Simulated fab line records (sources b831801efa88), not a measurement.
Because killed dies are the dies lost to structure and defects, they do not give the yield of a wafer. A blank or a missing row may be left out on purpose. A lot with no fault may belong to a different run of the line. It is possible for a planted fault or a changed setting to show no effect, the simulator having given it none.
Matching of chambers ; flow sky130 ; 4 sister chambers for SKY_POLY_GATE_ETCH_15 on rie diel-04
The step etches BARC in N2/H2, stops on SiO2, time 118.5 s, target depth 110 nm. 8 wafers are shown with their chamber, then 8 later ones without.

## WAFERS, EACH WITH ITS CHAMBER
wafer;chamber;drypump motor current A (A);throttle valve pct (%)
L177.2;1;5.7;13.207
L177.5;0;4.9;13.192
L179.4;2;6.0;13.211
L179.6;2;6.0;13.224
L181.3;1;5.7;13.207
L181.5;0;5.0;13.213
L181.6;3;5.9;13.205
L192.3;3;5.9;13.222

## WAFERS MISSING THEIR CHAMBER
wafer;drypump motor current A (A);throttle valve pct (%)
L192.4;4.9;13.212
L192.6;5.9;13.218
L197.3;4.9;13.193
L197.4;5.6;13.204
L197.6;5.8;13.204
L198.2;5.0;13.217
L198.4;5.8;13.215
L198.5;5.7;13.219

## WHICH CHAMBER EACH WENT THROUGH
wafer;from the rows above;in truth
L192.4;0;0
L192.6;3;3
L197.3;0;0
L197.4;1;1
L197.6;can't be placed: 1 or 3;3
L198.2;0;0
L198.4;can't be placed: 3 or 1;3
L198.5;1;1
Correctly placed: 6 of 8. Unplaceable from these rows: 2, with the true chamber sitting among the candidates in 2. Wrongly placed: 0.
How it was worked out, from the rows above alone: a wafer's distance from a chamber is the root of the sum, over the readings, of the square of ((its reading less the chamber's mean) divided by the reading's scatter). If the next closest chamber is less than 2 further off than the closest, the wafer can't be placed; otherwise it belongs to the closest. The mean given for a chamber averages the wafers shown for that chamber. How the scatter is found: for the shown wafers, subtract from each reading the mean of its chamber, square and add these, divide the total by (wafers less chambers), then take the root.
